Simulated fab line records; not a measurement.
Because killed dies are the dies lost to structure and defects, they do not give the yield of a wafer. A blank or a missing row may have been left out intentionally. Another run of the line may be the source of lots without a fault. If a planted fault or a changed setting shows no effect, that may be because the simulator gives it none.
A struck lot beside a sound one | flow sky130 | 37 out of 708 route steps
Sound: the wafers L814.3, L814.4, L814.6. The struck wafers were L825.1, L825.3, L825.5. The cause is named last.
Each step with rows lists, per side, the tool, then ch with its chambers, then its first start. Under that, the readings that differ: sound wafers | struck wafers | difference of the means | sigmas: that difference in standard deviations of wafers without a fault.
alike: readings with means less than 2 such deviations apart, plus words and numbers identical on both sides. not compared: withheld readings, readings lacking a value on some wafer, bounds such as >300 that could conceal the same value, and numbers that have no deviation in the record and whose values overlap.
Wherever a step has rows on one side only, a row that says differs or no value, or a row with sigmas, the two part there. Numbers that have no deviation but don't overlap get no sigmas and don't part them. A reading missing from all wafers of one side parts the sides only when that side holds two or more wafers.

first, 4 steps without rows for these wafers: SKY_METAL5_SOFTBAKE_10 (time 60 s); SKY_METAL5_EXPOSE_11 (exposes mask MM5, target cd 1600 nm); SKY_METAL5_PEB_12; SKY_METAL5_DEVELOP_13 (develop time 60 s).
SKY_METAL5_DESCUM_14: chemistry O2, time 11 s.
  sound on rie-metal-03 ch 0, day 45 20:11; struck on rie-metal-03 ch 0,1, day 48 12:17
  alike: drypump-motor-current-A, oes-product-au
  not compared: rf-hours-counter-h
SKY_METAL5_METAL_ETCH_15: etches the open film in Cl2/BCl3, stops on SiO2, target depth 1260 nm, time 252 s.
  sound on rie-metal-03 ch 0, day 45 20:23; struck on rie-metal-03 ch 0,1, day 48 12:19
  alike: drypump-motor-current-A, oes-product-au, throttle-valve-pct
  not compared: rf-hours-counter-h
then, 4 steps without rows for these wafers: SKY_METAL5_STRIP_16 (strips in O2/N2); SKY_METAL5_STRIP_17 (strips in post etch residue remover, time 1200 s); SKY_METAL5_CLEAN_18 (cleans in IPA, time 180 s); SKY_METAL5_CLEAN_19 (cleans in O3/DIW).
SKY_PASSIVATION_CVD_00: deposits SiO2, target thk 90 nm.
  sound on pecvd-04 ch 0,2, day 45 21:23; struck on pecvd-01 ch 1, day 48 13:11
  alike: heater-power-outer-w, heater-power-w
SKY_PASSIVATION_THK_MEAS_01:
  sound: film-metro-02 at day 45 21:25; struck: film-metro-01 at day 48 13:15
  alike: PASSIVATION_CVD_00_THK
SKY_PASSIVATION_CVD_02: deposits Si3N4, target thk 540 nm.
  sound on pecvd-01 ch 0,1,2, day 45 21:28; struck on pecvd-02 ch 2, day 48 13:19
  no value came back on the struck wafers for heater-power-outer-w (W), heater-power-w (W); on the sound wafers heater-power-outer-w (W) reads 553 506 363
then, 7 steps without rows for these wafers: SKY_PASSIVATION_DEHYDRATE_04 (time 60 s); SKY_PASSIVATION_HMDS_05 (prime time 60 s); SKY_PASSIVATION_COAT_06 (resist thk 3000 nm); SKY_PASSIVATION_SOFTBAKE_07; SKY_PASSIVATION_EXPOSE_08 (exposes mask NSM, target cd 3000 nm); SKY_PASSIVATION_PEB_09; SKY_PASSIVATION_DEVELOP_10 (develop time 60 s).
SKY_PASSIVATION_ETCH_11: etches the open film in CF4/O2, stops on AlCu, target depth 725 nm, time 161.1 s.
  sound on rie-diel-02 ch 2,3, day 46 19:34; struck on rie-diel-02 ch 1,2, day 49 08:15
  alike: drypump-motor-current-A, oes-product-au, throttle-valve-pct
  not compared: rf-hours-counter-h, model.PASSIVATION.feature-depth-nm, model.etch.depth-nm
SKY_PASSIVATION_STRIP_12: strips in O2/N2.
  sound on plasma-asher-04 ch 0,1, day 46 19:43; struck on plasma-asher-03 ch 0,1, day 49 08:22
  alike: drypump-motor-current-A, oes-product-au, strip-time-to-endpoint-s
  not compared: rf-hours-counter-h
then, 7 steps without rows for these wafers: SKY_PAD_OPEN_DEHYDRATE_00 (time 60 s); SKY_PAD_OPEN_HMDS_01 (prime time 60 s); SKY_PAD_OPEN_COAT_02 (resist thk 3000 nm); SKY_PAD_OPEN_SOFTBAKE_03; SKY_PAD_OPEN_EXPOSE_04 (exposes mask PDM, target cd 60000 nm); SKY_PAD_OPEN_PEB_05; SKY_PAD_OPEN_DEVELOP_06 (develop time 60 s).
SKY_PAD_OPEN_ETCH_07: etches the open film in CF4/O2, stops on AlCu, target depth 725 nm, time 161.1 s.
  sound on rie-diel-04 ch 0,1,3, day 47 14:45; struck on rie-diel-03 ch 1,2, day 50 00:47
  reading                              | sound         | struck      | difference | sigmas
  model.PAD_OPEN.feature-depth-nm (nm) | 700 717.9 711 | 725 725 725 | +15        |
  model.etch.depth-nm (nm)             | 700 717.9 711 | 725 725 725 | +15        |
  alike: drypump-motor-current-A, oes-product-au, throttle-valve-pct
  not compared: rf-hours-counter-h
SKY_PAD_OPEN_STRIP_08: strips in O2/N2.
  sound on plasma-asher-02 ch 0,1, day 47 14:53; struck on plasma-asher-02 ch 0,1, day 50 00:54
  alike: drypump-motor-current-A, oes-product-au, strip-time-to-endpoint-s
  not compared: rf-hours-counter-h
then, 4 steps without rows for these wafers: SKY_PAD_OPEN_STRIP_09 (strips in post etch residue remover, time 1200 s); SKY_PAD_OPEN_CLEAN_10 (cleans in IPA, time 180 s); SKY_PAD_OPEN_CLEAN_11 (cleans in O3/DIW); SKY_PAD_OPEN_ANNEAL_12.
SKY_PAD_OPEN_BOW_MEAS_13:
  sound: film-metro-04 at day 47 16:59; struck: film-metro-03 at day 50 05:02
  reading           | sound    | struck   | difference | sigmas
  PAD_OPEN_BOW (um) | 40 51 52 | 22 23 18 | -27        | -4
SKY_PAD_OPEN_PROBE_99:
  rows exist in the record for the sound wafers here (prober-02, day 47 17:10), none for the struck ones

## WHERE THEY PART
At SKY_PASSIVATION_CVD_02 first; at SKY_PAD_OPEN_PROBE_99 last (within this record only).

WHY: whatever the simulator had introduced
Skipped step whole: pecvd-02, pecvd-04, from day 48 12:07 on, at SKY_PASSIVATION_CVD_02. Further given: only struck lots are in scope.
